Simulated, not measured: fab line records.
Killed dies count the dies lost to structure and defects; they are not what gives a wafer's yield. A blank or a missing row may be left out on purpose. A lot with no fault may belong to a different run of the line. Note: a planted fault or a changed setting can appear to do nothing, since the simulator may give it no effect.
fab line records | flow gf180mcu
[record] lots = 11 wafers = 32 last_day = 34
route steps=602 shown MIM@506 M5@535 V5@545
lots untouched by any fault: they come from a run of this same line in which no faults occurred
start_h: hours from the record's opening day to when the first of the lot's shown wafers began | wait_h: hours elapsed since this lot's preceding step | " same as the row above | L1.1+2: a row that stands for several wafers | - value missing, or start not given | * or withheld: withheld | < > ~ a bound
route shown NAME@n: names a module that has steps shown in the file, with the first one's number in the route | usual: the fault-free wafers' mean and standard deviation | same: alike in all rows | chamber/n: place in a boat | sites: the reading at each site | _std_site: their standard deviation | _edge_site: mean of outer sites minus mean of inner sites | radius_mm: for every site, how far away it sits from the centre of the wafer | mask NAME#n: copy n | behind: the most recent tool/chamber to have shaped the wafer | hold: why the lot was held/for how many hours/how that ended | device: which transistor (n, p or np) failed to switch | end of line: at the end of the route, the tests of the same wafers | where a step has no rows: the recipe by itself | killed: dies that structure and defects cost at the first sort, which is not the same as the wafer's yield | map: a wafer's dies, marking killed ones x, the rest . and places with no die _
set.NAME: the run value of the setting; set.NAME@STEP: its run value at that earlier step | model.NAME: the simulator's own value behind a step, which no gauge read
route steps across a sampled set of lots; one table per step, one row per wafer
services: from which hour (start_h, from the record's first day; less than 0 if before it) a tool's chamber was out of use, for how many hours, and why
[[steps]]
[step GF_MIM_SPUTTER_03]
[recipe] material = Ti target_thk_nm = 10 substrate_temp_c = 300 chamber_pressure_pa = 0.3 power_w = 3000 time_s = 6.7
[usual] throttle_valve_pct = 30.2/0.68
// columns lot.wafer tool chamber start_h wait_h throttle_valve_pct
L703.1 pvd_sputter-02 - 571.26 0.0 30.9
L703.5 " - " " 31.0
L703.6 " - " " 31.8
L704.1 pvd_sputter-03 - 572.68 0.0 29.5
L704.5 " - " " 29.2
L704.6 " - " " 30.3
L705.4 pvd_sputter-02 - 584.25 0.0 30.9
L705.5 " - " " 30.6
L705.6 " - " " 31.1
L708.1 pvd_sputter-03 - 600.95 0.0 30.2
L708.3 " - " " 29.3
L708.4 " - " " 30.5
L710.1 pvd_sputter-03 - 620.55 0.0 29.2
L710.3 " - " " 29.6
L710.6 " - " " 30.4
L713.1 pvd_sputter-03 - 642.91 0.0 29.6
L713.3 " - " " 29.1
L713.4 " - " " 30.2
L714.1 pvd_sputter-04 - 652.59 0.0 28.9
L714.4 " - " " 30.6
L714.5 " - " " 29.8
L716.1 pvd_sputter-02 - 669.78 0.0 30.6
L716.3 " - " " 30.9
L716.4 " - " " 30.9
L719.1 pvd_sputter-03 - 686.38 0.0 29.3
L719.2 " - " " 30.1
L725.1 pvd_sputter-04 - 723.44 0.0 30.7
L725.2 " - " " 30.0
L725.3 " - " " 29.2
L726.3 pvd_sputter-04 - 729.60 0.0 29.6
L726.4 " - " " 30.7
L726.5 " - " " 30.7
[step GF_M5_ETCH_09]
[recipe] chemistry = CF4/O2 target = Si3N4 target_depth_nm = 52 source_w = 800 bias_w = 150 pressure_mtorr = 150 cf4_flow_sccm = 80 O2_flow_sccm = 10 time_s = 11.6
[usual] O2_flow_sccm = 9.998/0.029 bias_w = 150.0/0.41 cf4_flow_sccm = 80.01/0.25 drypump_motor_current_A = 5.60/0.25 oes_product_au = 0.993/0.015 throttle_valve_pct = 5.968/0.0098
// columns lot.wafer tool chamber start_h wait_h O2_flow_sccm bias_w cf4_flow_sccm drypump_motor_current_A oes_product_au rf_hours_counter_h throttle_valve_pct
L703.1 rie_diel-02 1 614.88 0.0 9.990 149.8 80.11 5.49 1.011 10 5.961
L703.5 " 3 " " 10.033 149.9 79.86 5.57 1.003 - 5.972
L703.6 " 2 " " 9.966 150.5 80.09 5.93 1.005 - 5.969
L704.1 rie_diel-04 0 615.40 0.0 10.023 150.3 79.95 5.68 0.980 7 5.961
L704.5 " 3 " " 10.024 150.0 80.14 5.71 1.026 - 5.989
L704.6 " 0 " " 10.080 149.8 80.02 5.66 0.985 - 5.973
L705.4 rie_diel-04 0 626.29 0.0 9.999 150.0 79.94 5.68 0.992 7 5.965
L705.5 " 2 " " 10.037 149.9 79.71 5.63 0.986 - 5.967
L705.6 " 1 " " 9.997 150.2 79.82 5.04 0.990 - 5.983
L708.1 rie_diel-03 0 642.93 0.0 10.057 150.0 79.62 5.77 0.979 0 5.979
L708.3 " 2 " " 10.062 149.6 80.08 5.25 0.971 19 5.960
L708.4 " 1 " " 9.985 150.8 79.83 5.97 1.000 14 5.970
L710.1 rie_diel-04 3 662.24 0.0 10.015 149.8 80.25 5.69 1.019 0 5.976
L710.3 " 2 " " 9.972 150.9 79.50 5.64 0.980 10 5.972
L710.6 " 3 " " 10.008 151.1 79.70 5.68 1.013 - 5.974
L713.1 rie_diel-03 1 682.73 0.0 9.996 149.8 79.99 5.96 1.005 15 5.966
L713.3 " 3 " " 9.961 149.5 80.10 5.77 1.003 59 5.974
L713.4 " 0 " " 10.018 149.8 79.95 5.77 0.983 2 5.966
L714.1 rie_diel-02 2 692.29 0.0 10.037 150.2 79.77 6.01 1.011 11 5.995
L714.4 " 3 " " 9.938 150.3 79.59 5.55 1.003 0 5.964
L714.5 " 1 " " 10.007 149.2 80.02 5.50 1.008 - 5.978
L716.1 rie_diel-03 0 709.39 0.0 9.967 149.3 79.62 5.79 0.993 3 5.963
L716.3 " 1 " " 10.019 149.6 80.06 5.94 1.010 17 5.969
L716.4 " 2 " " 10.004 150.1 80.08 5.24 0.976 - 5.972
L719.1 rie_diel-03 3 723.78 0.0 9.998 149.4 79.89 5.79 0.998 0 5.966
L719.2 " 0 " " 9.986 - 80.10 5.76 0.998 4 5.965
L725.1 rie_diel-02 3 758.18 0.0 9.937 149.7 80.30 5.56 1.000 2 5.971
L725.2 " 0 " " 9.995 150.1 79.70 5.52 0.975 13 5.973
L725.3 " 1 " " 10.006 150.4 79.86 5.49 0.999 18 5.966
L726.3 rie_diel-02 2 763.43 0.0 9.954 150.3 80.13 6.00 1.008 15 5.952
L726.4 " 0 " " 9.948 151.2 80.10 5.49 0.980 13 5.963
L726.5 " 3 " " 10.028 150.1 80.02 5.57 0.993 - 5.958
[step GF_M5_METAL_ETCH_10]
[recipe] chemistry = Cl2/BCl3 mask_material = KrF target_depth_nm = 750.8 stop_on = SiO2 pressure_mtorr = 8 icp_w = 800 bias_w = 140 Cl2_flow_sccm = 80 bcl3_flow_sccm = 40 time_s = 125.1
[usual] bias_w = 140.0/0.42 drypump_motor_current_A = 5.68/0.25 oes_product_au = 0.988/0.0074 throttle_valve_pct = 28.232/0.011
// columns lot.wafer tool chamber start_h wait_h bias_w drypump_motor_current_A oes_product_au rf_hours_counter_h throttle_valve_pct
L703.1 rie_metal-01 1 614.90 0.0 140.0 5.87 0.999 13 28.236
L703.5 " 1 " " 139.9 5.87 1.001 - 28.237
L703.6 " 0 " " 139.9 5.29 0.991 - 28.233
L704.1 rie_metal-04 0 615.42 0.0 140.3 5.61 0.992 6 28.223
L704.5 " 0 " " 140.0 5.63 0.997 - 28.228
L704.6 " 1 " " 140.6 5.87 0.995 - 28.218
L705.4 rie_metal-03 0 626.35 0.1 139.8 5.92 0.991 - 28.226
L705.5 " 0 " " 139.7 5.96 1.000 - 28.220
L705.6 " 1 " " 139.2 5.54 0.991 - 28.244
L708.1 rie_metal-01 0 642.95 0.0 139.9 5.25 0.978 14 28.259
L708.3 " 1 " " 139.9 5.88 0.988 - 28.250
L708.4 " 0 " " 140.1 5.24 0.977 - 28.241
L710.1 rie_metal-03 1 662.26 0.0 139.9 5.53 0.993 5 28.225
L710.3 " 1 " " 140.0 5.51 0.994 - 28.229
L710.6 " 1 " " 140.0 5.51 0.984 - 28.233
L713.1 rie_metal-03 1 682.75 0.0 139.7 5.54 0.988 6 28.220
L713.3 " 1 " " 140.1 5.54 0.980 - 28.243
L713.4 " 0 " " 139.8 5.93 0.995 - 28.215
L714.1 rie_metal-04 0 692.32 0.0 140.6 5.65 0.988 9 28.219
L714.4 " 0 " " 140.6 5.66 0.987 - 28.223
L714.5 " 1 " " 139.9 5.84 0.983 - 28.222
L716.1 rie_metal-03 0 709.42 0.0 140.8 5.99 0.996 10 28.226
L716.3 " 0 " " 140.6 5.95 0.988 - 28.212
L716.4 " 1 " " 140.0 5.55 0.987 - 28.235
L719.1 rie_metal-01 0 723.80 0.0 140.8 5.26 0.973 1 28.246
L719.2 " 1 " " 139.9 5.90 0.979 4 28.236
L725.1 rie_metal-01 0 758.20 0.0 139.5 5.26 0.979 3 28.248
L725.2 " 1 " " 139.9 5.89 0.976 6 28.257
L725.3 " 1 " " 139.4 5.88 0.984 - 28.237
L726.3 rie_metal-03 0 763.50 0.1 139.7 5.94 0.998 - 28.232
L726.4 " 1 " " 139.5 5.53 0.983 - 28.219
L726.5 " 1 " " 140.6 5.54 0.985 - 28.234
[step GF_M5_STRIP_11]
[recipe] chemistry = O2/N2 power_w = 1400 pressure_mtorr = 1500 platen_temp_c = 250 o2_flow_sccm = 3000 n2_flow_sccm = 300 overash_fraction = 0.5
[usual] drypump_motor_current_A = 5.7/0.31 heater_power_w = 321/36 oes_product_au = 0.525/0.0051 strip_time_to_endpoint_s = 7.07/0.049
// columns lot.wafer tool chamber start_h wait_h drypump_motor_current_A heater_power_w oes_product_au rf_hours_counter_h strip_time_to_endpoint_s
L703.1 plasma_asher-01 1 615.03 0.1 6.4 290 0.530 98 7.06
L703.5 " 1 " " 6.4 284 0.526 - 7.07
L703.6 " 0 " " 5.7 335 0.524 - 7.14
L704.1 plasma_asher-03 1 615.55 0.1 5.5 375 0.524 10 7.03
L704.5 " 0 " " 5.6 331 0.535 - 7.05
L704.6 " 1 " " 5.5 371 0.525 - 6.99
L705.4 plasma_asher-04 1 626.47 0.1 5.4 262 0.522 - 7.00
L705.5 " 1 " " 5.4 262 0.525 - 6.98
L705.6 " 0 " " 5.8 323 0.519 - 7.05
L708.1 plasma_asher-04 0 643.08 0.1 5.8 328 0.533 56 7.17
L708.3 " 0 " " 5.9 325 0.534 - 7.09
L708.4 " 1 " " 5.4 268 0.525 - 7.16
L710.1 plasma_asher-01 0 662.39 0.1 5.8 328 0.526 103 7.07
L710.3 " 1 " " 6.4 279 0.534 - 7.12
L710.6 " 1 " " 6.4 282 0.517 - 7.13
L713.1 plasma_asher-04 0 682.88 0.1 5.8 320 0.519 60 7.09
L713.3 " 0 " " 5.9 321 0.525 - 7.15
L713.4 " 1 " " 5.4 263 0.526 - 7.04
L714.1 plasma_asher-04 1 692.45 0.1 5.4 266 0.517 61 7.01
L714.4 " 0 " " 5.8 316 0.531 - 7.01
L714.5 " 1 " " 5.4 267 0.523 - 7.02
L716.1 plasma_asher-04 0 709.55 0.1 5.9 321 0.532 63 7.01
L716.3 " 0 " " 5.8 319 0.520 - 7.06
L716.4 " 1 " " 5.4 265 0.519 - 7.08
L719.1 plasma_asher-03 1 723.93 0.1 5.5 374 0.534 22 7.15
L719.2 " 0 " " 5.6 343 0.531 22 7.27
L725.1 plasma_asher-01 0 758.33 0.1 5.8 328 0.528 2 7.12
L725.2 " 1 " " 6.4 287 0.521 2 7.12
L725.3 " 0 " " 5.8 313 0.528 - 7.08
L726.3 plasma_asher-01 0 763.61 0.1 5.8 324 0.528 - 7.02
L726.4 " 1 " " 6.4 285 0.528 - 7.10
L726.5 " 0 " " 5.7 328 0.527 - 7.03
[step GF_V5_BOW_MEAS_05]
[recipe] mode = bow
[usual] V5_BOW = 134/9.8
// columns lot.wafer tool chamber start_h wait_h V5_BOW[um]
L703.1 film_metro-03 - 616.23 0.1 137
L703.5 " - " " 145
L703.6 " - " " 155
L704.1 film_metro-01 - 616.83 0.2 132
L704.5 " - " " 125
L704.6 " - " " 123
L705.4 film_metro-01 - 627.65 0.2 135
L705.5 " - " " 135
L705.6 " - " " 132
L708.1 film_metro-03 - 644.25 0.1 133
L708.3 " - " " 129
L708.4 " - " " 140
L710.1 film_metro-04 - 663.49 0.2 128
L710.3 " - " " 127
L710.6 " - " " 115
L713.1 film_metro-01 - 684.03 0.2 146
L713.3 " - " " 141
L713.4 " - " " 137
L714.1 film_metro-03 - 693.56 0.1 131
L714.4 " - " " 140
L714.5 " - " " 130
L716.1 film_metro-01 - 710.65 0.2 148
L716.3 " - " " 120
L716.4 " - " " 132
L719.1 film_metro-03 - 725.04 0.1 149
L719.2 " - " " 137
L725.1 film_metro-01 - 759.44 0.1 143
L725.2 " - " " 123
L725.3 " - " " 135
L726.3 film_metro-03 - 764.90 0.4 137
L726.4 " - " " 139
L726.5 " - " " 142
[[services]]
// columns tool chamber start_h hours kind
rie_diel-02 1 547.44 15.3 repair
pvd_sputter-04 - 548.52 0.6 repair
rie_diel-04 0 568.01 1.7 repair
rie_metal-01 - 577.41 14.6 pm
pvd_sputter-04 - 583.50 3.4 repair
rie_diel-03 - 583.64 14.6 pm
plasma_asher-04 - 600.04 4.0 pm
pvd_sputter-04 - 614.11 9.4 repair
rie_metal-03 0 635.68 18.4 repair
rie_metal-03 - 642.37 2.8 pm
pvd_sputter-03 - 643.75 4.7 repair
rie_diel-03 1 666.95 8.0 repair
rie_diel-03 - 667.80 4.3 pm
rie_diel-04 - 669.45 2.8 pm
plasma_asher-01 - 683.20 22.2 pm
rie_diel-04 0 693.49 22.0 repair
rie_metal-01 0 701.09 2.3 repair
plasma_asher-04 - 706.32 1.9 repair
rie_diel-02 3 715.51 15.5 repair
rie_diel-03 2 727.10 6.5 repair
pvd_sputter-04 - 727.56 0.9 repair
rie_diel-04 1 728.18 3.6 repair
plasma_asher-01 - 733.75 9.0 pm
rie_diel-02 2 755.68 4.8 repair
[[key]]
[first_sign] step = GF_M5_STRIP_11 reading = strip_time_to_endpoint_s direction = up sigmas = 3.9 usual = * struck = *
effect none on later readings
met_at GF_M5_ETCH_09
struck_lots L719
struck_wafers L719.2
not_acting_at GF_MIM_SPUTTER_03,GF_M5_METAL_ETCH_10,GF_V5_BOW_MEAS_05
onset_between 709.39 723.78
[fault] kind = process_parameter_drift tool = rie_diel-03 chamber = - onset_h = 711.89 steps = GF_M5_ETCH_09 channel = time_s offset = * shape = step end_h = 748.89 scope = struck_wafers_only acts_in = * stated = *
